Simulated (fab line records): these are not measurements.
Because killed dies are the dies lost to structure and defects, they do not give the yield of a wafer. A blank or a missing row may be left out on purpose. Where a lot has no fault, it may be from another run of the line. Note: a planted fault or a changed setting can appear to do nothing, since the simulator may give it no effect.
fab line records	flow gf180mcu
record lots=24	wafers=72	last-day=34
route steps=602 shown LVPWELL@61 VT_IMPLANT@99 NSD@242 V4@497 M5@536 V5@557
lots with no fault: from the same line, run without faults
start-h: start of the lot's first displayed wafer, in hours after the record's first day	wait-h: time in hours since the lot's previous step	" the same as in the row above	L1.1+2: a row that stands for several wafers	- no value, or no start was given	* or withheld: withheld	< > ~ a bound
route shown NAME@n: a module of which the file shows steps, and the number in the route of the first	usual: mean and standard deviation over wafers with no fault	same: alike in all rows	chamber/n: place in a boat	sites: per-site readings	_std_site: their standard deviation	_edge_site: inner sites' mean taken away from outer sites' mean	radius-mm: for every site, how far away it sits from the centre of the wafer	mask NAME#n: copy n	behind: tool/chamber where the wafer was last shaped	hold: what put the lot on hold/how long, in hours/how the hold closed	device: whichever transistor did not switch (one of n, p or np)	end of line: tests run on the same wafers once the route is complete	a step given without rows: its recipe and nothing more	killed: at the first sort, the dies lost to defects and structure; wafer yield is something else	map: dies across one wafer; x = killed, . = not, _ = none there
set.NAME: the setting the step ran with; set.NAME@STEP: the setting that earlier step ran with	model.NAME: the simulator's own value behind a step, which no gauge read
a sample of lots followed through the steps of the route, with each step as a table and each wafer as a row
services: from which hour (start-h, from the record's first day; less than 0 if before it) a tool's chamber was out of use, for how many hours, and why
## steps
# step GF_LVPWELL_OVL_MEAS_07
# usual LVPWELL_OVL=0.5/1.6
lot.wafer	tool	chamber	start-h	wait-h	LVPWELL_OVL[nm]
L074.2	overlay-01	-	68.60	-	1.8
L074.4	"	-	"	"	-0.1
L074.6	"	-	"	"	0.6
L075.2	overlay-01	-	74.29	-	2.9
L075.3	"	-	"	"	4.4
L075.6	"	-	"	"	2.5
L076.1	overlay-02	-	78.74	-	-3.1
L076.4	"	-	"	"	0.4
L076.5	"	-	"	"	-0.3
L077.3	overlay-02	-	86.35	-	0.3
L077.5	"	-	"	"	0.6
L077.6	"	-	"	"	1.1
L078.3	overlay-01	-	90.70	-	0.9
L078.4	"	-	"	"	0.5
L078.6	"	-	"	"	0.7
L079.1	overlay-02	-	96.32	-	1.3
L079.3	"	-	"	"	-0.3
L079.6	"	-	"	"	-0.4
L080.3	overlay-02	-	101.25	-	2.0
L080.4	"	-	"	"	-0.2
L080.6	"	-	"	"	0.1
L081.1	overlay-01	-	109.74	-	0.4
L081.2	"	-	"	"	-0.3
L081.3	"	-	"	"	-0.1
L082.1	overlay-01	-	112.84	-	-0.7
L082.4	"	-	"	"	0.3
L082.6	"	-	"	"	0.4
L083.3	overlay-01	-	119.25	-	-0.1
L083.4	"	-	"	"	-1.6
L083.5	"	-	"	"	0.6
L084.1	overlay-01	-	124.84	-	1.3
L084.2	"	-	"	"	1.4
L084.5	"	-	"	"	1.5
L085.2	overlay-02	-	131.78	-	-3.3
L085.4	"	-	"	"	-2.3
L085.6	"	-	"	"	-0.8
L086.1	overlay-01	-	136.22	-	-1.8
L086.2	"	-	"	"	0.2
L086.4	"	-	"	"	-0.4
L087.3	overlay-01	-	141.48	-	2.7
L087.4	"	-	"	"	3.4
L087.6	"	-	"	"	2.5
L088.1	overlay-02	-	148.54	-	-0.9
L088.3	"	-	"	"	-0.4
L088.4	"	-	"	"	-1.6
L089.2	overlay-02	-	152.39	-	0.7
L089.3	"	-	"	"	-0.8
L089.5	"	-	"	"	-0.7
L090.3	overlay-01	-	158.55	-	-1.4
L090.4	"	-	"	"	-2.5
L090.6	"	-	"	"	-2.2
L091.2	overlay-01	-	164.24	-	1.1
L091.4	"	-	"	"	-2.3
L091.6	"	-	"	"	0.8
L092.1	overlay-02	-	169.79	-	-0.9
L092.2	"	-	"	"	-0.1
L092.4	"	-	"	"	-1.3
L093.1	overlay-01	-	175.89	-	1.1
L093.3	"	-	"	"	-1.3
L093.4	"	-	"	"	1.9
L094.1	overlay-01	-	183.09	-	0.5
L094.3	"	-	"	"	-0.3
L094.6	"	-	"	"	1.1
L095.1	overlay-01	-	187.22	-	3.7
L095.2	"	-	"	"	2.4
L095.3	"	-	"	"	3.9
L096.3	overlay-01	-	192.60	-	0.3
L096.5	"	-	"	"	3.0
L096.6	"	-	"	"	0.2
L097.1	overlay-01	-	203.42	-	2.4
L097.2	"	-	"	"	2.6
L097.4	"	-	"	"	0.8
# step GF_VT_IMPLANT_STRIP_09
# recipe chemistry=O2/N2	power-w=1400	pressure-mtorr=1500	platen-temp-c=250	o2-flow-sccm=3000	n2-flow-sccm=300	overash-fraction=0.5
# usual drypump-motor-current-A=5.7/0.44	heater-power-w=340/25	oes-product-au=0.715/0.0046	strip-time-to-endpoint-s=12.63/0.03
# same overash-fraction=0.5
lot.wafer	tool	chamber	start-h	wait-h	drypump-motor-current-A	heater-power-w	oes-product-au	rf-hours-counter-h	strip-time-to-endpoint-s
L074.2	plasma-asher-04	0	111.31	0.1	5.3	348	0.711	48	12.65
L074.4	"	1	"	"	5.4	377	0.718	-	12.67
L074.6	"	0	"	"	5.3	349	0.710	-	12.67
L075.2	plasma-asher-04	0	117.56	0.1	5.3	345	0.714	49	12.58
L075.3	"	0	"	"	5.3	343	0.711	-	12.66
L075.6	"	0	"	"	5.3	351	0.714	-	12.57
L076.1	plasma-asher-01	1	122.71	0.1	6.0	341	0.711	0	12.64
L076.4	"	1	"	"	6.0	348	0.712	-	12.60
L076.5	"	0	"	"	5.8	310	0.712	-	12.63
L077.3	plasma-asher-01	0	131.15	0.1	5.8	297	0.715	-	12.70
L077.5	"	1	"	"	6.0	352	0.720	-	12.66
L077.6	"	0	"	"	5.8	302	0.718	-	12.65
L078.3	plasma-asher-03	1	136.61	0.1	5.3	359	0.710	-	12.61
L078.4	"	0	"	"	6.6	305	0.713	-	12.62
L078.6	"	1	"	"	5.3	368	0.711	-	12.62
L079.1	plasma-asher-03	1	142.22	0.1	5.3	358	0.712	51	12.63
L079.3	"	1	"	"	5.3	364	0.719	-	12.67
L079.6	"	0	"	"	6.6	313	0.708	-	12.69
L080.3	plasma-asher-01	1	146.59	0.1	6.0	345	0.721	-	12.64
L080.4	"	0	"	"	5.8	309	0.720	-	12.61
L080.6	"	0	"	"	5.8	305	0.712	-	12.62
L081.1	plasma-asher-01	0	155.32	0.1	5.8	305	0.719	4	12.65
L081.2	"	1	"	"	6.0	345	0.714	4	12.60
L081.3	"	1	"	"	6.0	345	0.711	-	12.62
L082.1	plasma-asher-03	0	159.47	0.1	6.6	312	0.708	53	12.57
L082.4	"	0	"	"	6.6	308	0.711	-	12.62
L082.6	"	0	"	"	6.6	304	0.716	-	12.58
L083.3	plasma-asher-03	0	167.19	0.1	6.6	302	0.719	-	12.66
L083.4	"	1	"	"	5.4	370	0.724	-	12.63
L083.5	"	0	"	"	6.6	304	0.716	-	12.64
L084.1	plasma-asher-01	1	172.92	0.1	6.1	350	0.715	6	12.63
L084.2	"	0	"	"	5.8	312	0.714	6	12.64
L084.5	"	0	"	"	5.8	308	0.707	-	12.65
L085.2	plasma-asher-03	0	179.41	0.1	6.5	304	0.717	55	12.61
L085.4	"	1	"	"	5.4	367	0.712	-	12.61
L085.6	"	0	"	"	6.5	312	0.710	-	12.61
L086.1	plasma-asher-01	0	185.61	0.1	5.8	309	0.716	7	12.67
L086.2	"	1	"	"	6.0	347	0.717	7	12.67
L086.4	"	1	"	"	6.0	347	0.719	-	12.67
L087.3	plasma-asher-03	1	191.14	0.1	5.4	361	0.719	-	12.63
L087.4	"	0	"	"	6.5	305	0.724	-	12.61
L087.6	"	1	"	"	5.4	355	0.717	-	12.61
L088.1	plasma-asher-04	0	199.03	0.1	5.3	347	0.718	58	12.62
L088.3	"	0	"	"	5.3	340	0.725	-	12.61
L088.4	"	1	"	"	5.3	374	0.724	-	12.61
L089.2	plasma-asher-04	0	202.17	0.1	5.4	346	0.714	58	12.65
L089.3	"	0	"	"	5.3	346	0.708	-	12.67
L089.5	"	0	"	"	5.3	349	0.721	-	12.68
L090.3	plasma-asher-01	1	209.34	0.1	6.0	348	0.708	-	12.65
L090.4	"	0	"	"	5.8	297	0.714	-	12.69
L090.6	"	0	"	"	5.8	307	0.715	-	12.63
L091.2	plasma-asher-01	1	215.37	0.1	6.0	340	0.718	10	12.66
L091.4	"	1	"	"	6.0	348	0.714	-	12.61
L091.6	"	1	"	"	6.0	347	0.714	-	12.60
L092.1	plasma-asher-03	1	220.06	0.1	5.4	365	0.717	60	12.63
L092.2	"	0	"	"	6.6	309	0.712	60	12.63
L092.4	"	0	"	"	6.6	308	0.723	-	12.63
L093.1	plasma-asher-04	1	229.66	0.1	5.4	369	0.721	61	12.59
L093.3	"	1	"	"	5.3	364	0.713	-	12.62
L093.4	"	0	"	"	5.3	348	0.720	-	12.63
L094.1	plasma-asher-04	1	236.71	0.1	5.4	378	0.710	62	12.58
L094.3	"	1	"	"	5.4	361	0.718	-	12.61
L094.6	"	0	"	"	5.3	350	0.713	-	12.59
L095.1	plasma-asher-04	1	241.16	0.1	5.4	370	0.720	62	12.67
L095.2	"	0	"	"	5.3	341	0.716	62	12.67
L095.3	"	0	"	"	5.3	334	0.711	-	12.67
L096.3	plasma-asher-04	0	247.29	0.1	5.3	351	0.719	-	12.71
L096.5	"	1	"	"	5.3	358	0.706	-	12.65
L096.6	"	0	"	"	5.3	343	0.721	-	12.69
L097.1	plasma-asher-04	0	258.56	0.1	5.3	342	0.716	64	12.62
L097.2	"	1	"	"	5.3	360	0.720	64	12.62
L097.4	"	0	"	"	5.3	349	0.719	-	12.62
# step GF_NSD_CD_MEAS_07
# recipe target-cd-nm=400
# usual cd-nm=400.2/2.2
lot.wafer	tool	chamber	start-h	wait-h	cd-nm
L074.2	cd-sem-02	-	295.44	0.1	402.8
L074.4	"	-	"	"	404.7
L074.6	"	-	"	"	403.5
L075.2	cd-sem-02	-	303.00	0.1	403.2
L075.3	"	-	"	"	403.7
L075.6	"	-	"	"	402.6
L076.1	cd-sem-01	-	312.77	0.1	398.8
L076.4	"	-	"	"	396.0
L076.5	"	-	"	"	397.6
L077.3	cd-sem-01	-	323.03	0.1	400.6
L077.5	"	-	"	"	400.0
L077.6	"	-	"	"	402.0
L078.3	cd-sem-01	-	330.02	0.1	402.5
L078.4	"	-	"	"	403.2
L078.6	"	-	"	"	401.2
L079.1	cd-sem-01	-	338.07	0.1	398.9
L079.3	"	-	"	"	403.1
L079.6	"	-	"	"	400.4
L080.3	cd-sem-02	-	342.82	0.1	399.4
L080.4	"	-	"	"	398.3
L080.6	"	-	"	"	398.1
L081.1	cd-sem-02	-	357.73	0.1	402.3
L081.2	"	-	"	"	402.8
L081.3	"	-	"	"	400.8
L082.1	cd-sem-02	-	358.13	0.1	398.8
L082.4	"	-	"	"	400.7
L082.6	"	-	"	"	398.1
L083.3	cd-sem-01	-	371.31	0.1	398.6
L083.4	"	-	"	"	399.7
L083.5	"	-	"	"	398.5
L084.1	cd-sem-01	-	378.83	0.1	400.6
L084.2	"	-	"	"	400.7
L084.5	"	-	"	"	400.9
L085.2	cd-sem-02	-	391.64	0.1	400.2
L085.4	"	-	"	"	401.8
L085.6	"	-	"	"	400.6
L086.1	cd-sem-02	-	395.28	0.1	399.2
L086.2	"	-	"	"	401.9
L086.4	"	-	"	"	401.4
L087.3	cd-sem-01	-	402.62	0.1	396.0
L087.4	"	-	"	"	396.2
L087.6	"	-	"	"	397.7
L088.1	cd-sem-02	-	414.98	0.1	396.6
L088.3	"	-	"	"	396.2
L088.4	"	-	"	"	396.9
L089.2	cd-sem-01	-	419.99	0.1	401.6
L089.3	"	-	"	"	400.4
L089.5	"	-	"	"	404.5
L090.3	cd-sem-02	-	425.71	0.1	395.9
L090.4	"	-	"	"	398.7
L090.6	"	-	"	"	397.9
L091.2	cd-sem-01	-	435.30	0.1	401.5
L091.4	"	-	"	"	401.4
L091.6	"	-	"	"	401.5
L092.1	cd-sem-01	-	442.48	0.1	402.8
L092.2	"	-	"	"	399.3
L092.4	"	-	"	"	400.9
L093.1	cd-sem-01	-	453.27	0.1	401.6
L093.3	"	-	"	"	399.1
L093.4	"	-	"	"	398.9
L094.1	cd-sem-02	-	464.22	0.1	396.9
L094.3	"	-	"	"	396.6
L094.6	"	-	"	"	397.4
L095.1	cd-sem-01	-	472.17	0.1	401.1
L095.2	"	-	"	"	399.6
L095.3	"	-	"	"	401.0
L096.3	cd-sem-02	-	476.56	0.1	402.4
L096.5	"	-	"	"	400.9
L096.6	"	-	"	"	402.7
L097.1	cd-sem-02	-	492.77	0.1	399.6
L097.2	"	-	"	"	398.7
L097.4	"	-	"	"	396.9
# step GF_V4_SPUTTER_21
# recipe material=Ti	target-thk-nm=15	chamber-pressure-pa=5	power-w=2500	substrate-temp-c=200	time-s=80.02
# usual throttle-valve-pct=30.0/1.1
lot.wafer	tool	chamber	start-h	wait-h	throttle-valve-pct
L074.2	pvd-sputter-04	-	561.94	0.0	28.2
L074.4	"	-	"	"	30.4
L074.6	"	-	"	"	29.0
L075.2	pvd-sputter-01	-	570.50	0.0	29.6
L075.3	"	-	"	"	31.3
L075.6	"	-	"	"	29.6
L076.1	pvd-sputter-04	-	581.87	0.0	28.9
L076.4	"	-	"	"	30.5
L076.5	"	-	"	"	30.4
L077.3	pvd-sputter-03	-	591.05	0.0	31.1
L077.5	"	-	"	"	30.6
L077.6	"	-	"	"	27.7
L078.3	pvd-sputter-01	-	597.74	0.0	29.6
L078.4	"	-	"	"	29.6
L078.6	"	-	"	"	29.9
L079.1	pvd-sputter-04	-	607.76	0.0	31.4
L079.3	"	-	"	"	28.5
L079.6	"	-	"	"	31.4
L080.3	pvd-sputter-03	-	608.72	0.0	29.5
L080.4	"	-	"	"	27.4
L080.6	"	-	"	"	30.4
L081.1	pvd-sputter-01	-	623.79	0.0	31.7
L081.2	"	-	"	"	29.8
L081.3	"	-	"	"	30.4
L082.1	pvd-sputter-03	-	625.37	0.0	29.2
L082.4	"	-	"	"	30.5
L082.6	"	-	"	"	30.2
L083.3	pvd-sputter-01	-	637.97	0.0	30.1
L083.4	"	-	"	"	30.6
L083.5	"	-	"	"	29.8
L084.1	pvd-sputter-01	-	643.05	0.0	30.3
L084.2	"	-	"	"	29.6
L084.5	"	-	"	"	30.5
L085.2	pvd-sputter-01	-	656.49	0.0	29.9
L085.4	"	-	"	"	29.9
L085.6	"	-	"	"	31.2
L086.1	pvd-sputter-03	-	659.65	0.0	30.4
L086.2	"	-	"	"	27.4
L086.4	"	-	"	"	29.3
L087.3	pvd-sputter-04	-	663.19	0.0	31.5
L087.4	"	-	"	"	29.9
L087.6	"	-	"	"	28.9
L088.1	pvd-sputter-01	-	672.95	0.0	29.9
L088.3	"	-	"	"	30.4
L088.4	"	-	"	"	31.5
L089.2	pvd-sputter-04	-	678.53	0.0	30.1
L089.3	"	-	"	"	31.3
L089.5	"	-	"	"	31.4
L090.3	pvd-sputter-03	-	681.79	0.0	29.4
L090.4	"	-	"	"	27.4
L090.6	"	-	"	"	29.4
L091.2	pvd-sputter-01	-	690.62	0.0	31.5
L091.4	"	-	"	"	29.8
L091.6	"	-	"	"	31.7
L092.1	pvd-sputter-03	-	697.58	0.0	29.2
L092.2	"	-	"	"	31.1
L092.4	"	-	"	"	30.4
L093.1	pvd-sputter-01	-	704.68	0.0	29.8
L093.3	"	-	"	"	29.7
L093.4	"	-	"	"	30.5
L094.1	pvd-sputter-04	-	713.37	0.0	28.4
L094.3	"	-	"	"	30.2
L094.6	"	-	"	"	28.5
L095.1	pvd-sputter-04	-	717.50	0.0	31.4
L095.2	"	-	"	"	28.9
L095.3	"	-	"	"	30.2
L096.3	pvd-sputter-04	-	720.89	0.0	28.9
L096.5	"	-	"	"	31.6
L096.6	"	-	"	"	28.9
L097.1	pvd-sputter-04	-	732.98	0.0	29.0
L097.2	"	-	"	"	31.5
L097.4	"	-	"	"	28.7
# step GF_M5_METAL_ETCH_10
# recipe chemistry=Cl2/BCl3	mask-material=KrF	target-depth-nm=627.5	stop-on=SiO2	pressure-mtorr=8	icp-w=800	bias-w=140	Cl2_flow_sccm=80	bcl3-flow-sccm=40	time-s=104.6
# usual drypump-motor-current-A=5.80/0.22	oes-product-au=0.975/0.0068	throttle-valve-pct=28.246/0.011
lot.wafer	tool	chamber	start-h	wait-h	drypump-motor-current-A	oes-product-au	rf-hours-counter-h	throttle-valve-pct
L074.2	rie-metal-01	0	606.36	0.0	5.93	0.970	4	28.251
L074.4	"	0	"	"	5.91	0.986	-	28.219
L074.6	"	1	"	"	5.56	0.968	-	28.251
L075.2	rie-metal-02	0	613.96	0.0	6.35	0.988	12	28.239
L075.3	"	1	"	"	5.81	0.996	-	28.236
L075.6	"	1	"	"	5.80	0.982	-	28.233
L076.1	rie-metal-01	1	625.96	0.0	5.51	0.966	13	28.258
L076.4	"	0	"	"	5.92	0.972	-	28.246
L076.5	"	1	"	"	5.53	0.977	-	28.240
L077.3	rie-metal-02	1	633.83	0.1	5.81	0.970	-	28.249
L077.5	"	1	"	"	5.80	0.965	-	28.227
L077.6	"	1	"	"	5.81	0.964	-	28.257
L078.3	rie-metal-03	0	640.30	0.0	5.72	0.972	-	28.265
L078.4	"	1	"	"	5.72	0.979	-	28.240
L078.6	"	1	"	"	5.66	0.973	-	28.244
L079.1	rie-metal-03	1	650.51	0.0	5.71	0.974	8	28.256
L079.3	"	0	"	"	5.71	0.972	-	28.236
L079.6	"	0	"	"	5.72	0.974	-	28.238
L080.3	rie-metal-01	0	651.02	0.1	5.92	0.976	-	28.235
L080.4	"	0	"	"	5.90	0.976	-	28.240
L080.6	"	0	"	"	5.91	0.968	-	28.223
L081.1	rie-metal-01	1	665.71	0.0	5.52	0.983	0	28.248
L081.2	"	0	"	"	5.93	0.977	6	28.246
L081.3	"	1	"	"	5.52	0.985	-	28.262
L082.1	rie-metal-03	1	666.08	0.0	5.74	0.975	8	28.261
L082.4	"	1	"	"	5.76	0.976	-	28.255
L082.6	"	0	"	"	5.73	0.976	-	28.226
L083.3	rie-metal-02	1	678.95	0.0	5.78	0.989	-	28.218
L083.4	"	0	"	"	6.34	0.967	-	28.255
L083.5	"	0	"	"	6.34	0.977	-	28.246
L084.1	rie-metal-03	0	683.84	0.0	5.72	0.971	11	28.243
L084.2	"	1	"	"	5.72	0.966	9	28.255
L084.5	"	1	"	"	5.70	0.969	-	28.267
L085.2	rie-metal-02	1	695.21	0.0	5.80	0.966	4	28.269
L085.4	"	1	"	"	5.82	0.976	-	28.244
L085.6	"	1	"	"	5.80	0.979	-	28.246
L086.1	rie-metal-01	1	699.11	0.0	5.52	0.979	1	28.245
L086.2	"	0	"	"	5.90	0.980	8	28.247
L086.4	"	1	"	"	5.52	0.978	-	28.252
L087.3	rie-metal-01	0	702.64	0.0	5.93	0.973	-	28.239
L087.4	"	1	"	"	5.52	0.985	-	28.247
L087.6	"	0	"	"	5.93	0.977	-	28.259
L088.1	rie-metal-01	1	711.74	0.0	5.57	0.983	2	28.255
L088.3	"	1	"	"	5.59	0.975	-	28.259
L088.4	"	1	"	"	5.54	0.983	-	28.241
L089.2	rie-metal-03	1	716.31	0.0	5.68	0.966	10	28.242
L089.3	"	1	"	"	5.69	0.968	-	28.253
L089.5	"	1	"	"	5.72	0.962	-	28.243
L090.3	rie-metal-03	0	720.19	0.0	5.73	0.978	-	28.244
L090.4	"	1	"	"	5.74	0.965	-	28.235
L090.6	"	1	"	"	5.70	0.970	-	28.259
L091.2	rie-metal-02	1	728.16	0.0	5.79	0.979	5	28.240
L091.4	"	0	"	"	6.31	0.970	-	28.260
L091.6	"	1	"	"	5.81	0.978	-	28.258
L092.1	rie-metal-03	1	734.99	0.0	5.69	0.970	11	28.237
L092.2	"	1	"	"	5.72	0.983	-	28.241
L092.4	"	1	"	"	5.67	0.976	-	28.248
L093.1	rie-metal-03	1	741.76	0.0	5.71	0.976	12	28.241
L093.3	"	1	"	"	5.73	0.972	-	28.237
L093.4	"	1	"	"	5.71	0.968	-	28.252
L094.1	rie-metal-01	0	749.64	0.0	5.92	0.971	10	28.252
L094.3	"	1	"	"	5.51	0.980	-	28.251
L094.6	"	1	"	"	5.55	0.971	-	28.268
L095.1	rie-metal-01	1	753.11	0.0	5.51	0.965	4	28.261
L095.2	"	0	"	"	5.91	0.963	10	28.245
L095.3	"	0	"	"	5.92	0.980	-	28.239
L096.3	rie-metal-01	1	756.80	0.0	5.57	0.967	-	28.217
L096.5	"	0	"	"	5.90	0.981	-	28.257
L096.6	"	1	"	"	5.52	0.969	-	28.247
L097.1	rie-metal-02	0	767.66	0.0	6.37	0.989	4	28.247
L097.2	"	1	"	"	5.80	0.964	6	28.257
L097.4	"	0	"	"	6.34	0.962	-	28.257
# step GF_V5_ETCH_17
# recipe chemistry=C4F8/O2/Ar	mask-material=KrF	target=SiO2	stop-on=TiN	source-w=1500	bias-w=1200	pressure-mtorr=40	c4f8-flow-sccm=withheld	O2_flow_sccm=6	Ar_flow_sccm=300	time-s=withheld	target-depth-a=8550
# usual oes-product-au=0.861/0.0047
lot.wafer	tool	chamber	start-h	wait-h	oes-product-au
L074.2	rie-diel-01	0	-	-	0.859
L074.4	"	3	"	"	0.855
L074.6	"	3	"	"	0.867
L075.2	rie-diel-02	0	-	-	0.855
L075.3	"	1	"	"	0.856
L075.6	"	1	"	"	0.867
L076.1	rie-diel-02	1	-	-	0.852
L076.4	"	0	"	"	0.863
L076.5	"	2	"	"	0.861
L077.3	rie-diel-04	2	-	-	0.864
L077.5	"	2	"	"	0.856
L077.6	"	1	"	"	0.854
L078.3	rie-diel-04	1	-	-	0.867
L078.4	"	2	"	"	0.859
L078.6	"	2	"	"	0.853
L079.1	rie-diel-04	0	-	-	0.868
L079.3	"	3	"	"	0.871
L079.6	"	0	"	"	0.857
L080.3	rie-diel-02	1	-	-	0.863
L080.4	"	3	"	"	0.847
L080.6	"	1	"	"	0.861
L081.1	rie-diel-04	0	-	-	0.868
L081.2	"	1	"	"	0.859
L081.3	"	2	"	"	0.850
L082.1	rie-diel-02	1	-	-	0.859
L082.4	"	2	"	"	0.855
L082.6	"	2	"	"	0.856
L083.3	rie-diel-01	1	-	-	0.858
L083.4	"	3	"	"	0.861
L083.5	"	0	"	"	0.860
L084.1	rie-diel-02	2	-	-	0.858
L084.2	"	0	"	"	0.864
L084.5	"	1	"	"	0.862
L085.2	rie-diel-04	2	-	-	0.856
L085.4	"	0	"	"	0.855
L085.6	"	3	"	"	0.856
L086.1	rie-diel-04	2	-	-	0.866
L086.2	"	1	"	"	0.865
L086.4	"	0	"	"	0.861
L087.3	rie-diel-04	2	-	-	0.858
L087.4	"	1	"	"	0.855
L087.6	"	0	"	"	0.866
L088.1	rie-diel-02	1	-	-	0.867
L088.3	"	3	"	"	0.864
L088.4	"	2	"	"	0.872
L089.2	rie-diel-04	0	-	-	0.858
L089.3	"	3	"	"	0.861
L089.5	"	3	"	"	0.868
L090.3	rie-diel-02	3	-	-	0.862
L090.4	"	0	"	"	0.856
L090.6	"	3	"	"	0.866
L091.2	rie-diel-02	2	-	-	0.867
L091.4	"	3	"	"	0.855
L091.6	"	3	"	"	0.859
L092.1	rie-diel-04	2	-	-	0.858
L092.2	"	0	"	"	0.864
L092.4	"	1	"	"	0.871
L093.1	rie-diel-01	1	-	-	0.862
L093.3	"	3	"	"	0.865
L093.4	"	2	"	"	0.857
L094.1	rie-diel-02	1	-	-	0.860
L094.3	"	2	"	"	0.855
L094.6	"	2	"	"	0.858
L095.1	rie-diel-01	2	-	-	0.853
L095.2	"	0	"	"	0.857
L095.3	"	3	"	"	0.859
L096.3	rie-diel-01	3	-	-	0.866
L096.5	"	3	"	"	0.858
L096.6	"	0	"	"	0.861
L097.1	rie-diel-02	0	-	-	0.855
L097.2	"	3	"	"	0.861
L097.4	"	1	"	"	0.854
## services
tool	chamber	start-h	hours	kind
pvd-sputter-04	-	92.30	0.5	repair
pvd-sputter-04	-	159.09	1.5	repair
rie-diel-04	-	169.95	0.5	repair
rie-diel-02	3	172.21	4.5	repair
rie-metal-01	-	186.98	2.8	pm
pvd-sputter-04	-	191.07	2.6	repair
rie-diel-02	-	191.79	0.5	repair
rie-diel-04	-	207.76	2.8	pm
plasma-asher-04	-	215.03	1.8	repair
plasma-asher-04	-	216.84	2.8	pm
rie-diel-02	-	223.20	2.4	repair
rie-diel-02	2	261.47	6.6	repair
rie-metal-01	1	323.88	3.4	repair
rie-diel-02	-	384.19	0.4	repair
rie-diel-02	1	387.66	6.8	repair
rie-metal-01	0	417.85	22.5	repair
rie-diel-02	1	430.76	1.4	repair
rie-diel-02	0	453.65	10.7	repair
rie-diel-02	3	498.35	2.9	repair
rie-diel-02	2	551.62	1.5	repair
rie-diel-02	3	562.71	16.3	repair
rie-diel-02	3	584.30	5.6	repair
rie-diel-02	0	688.94	2.5	repair
rie-metal-01	0	706.82	15.9	repair
## key
fault none
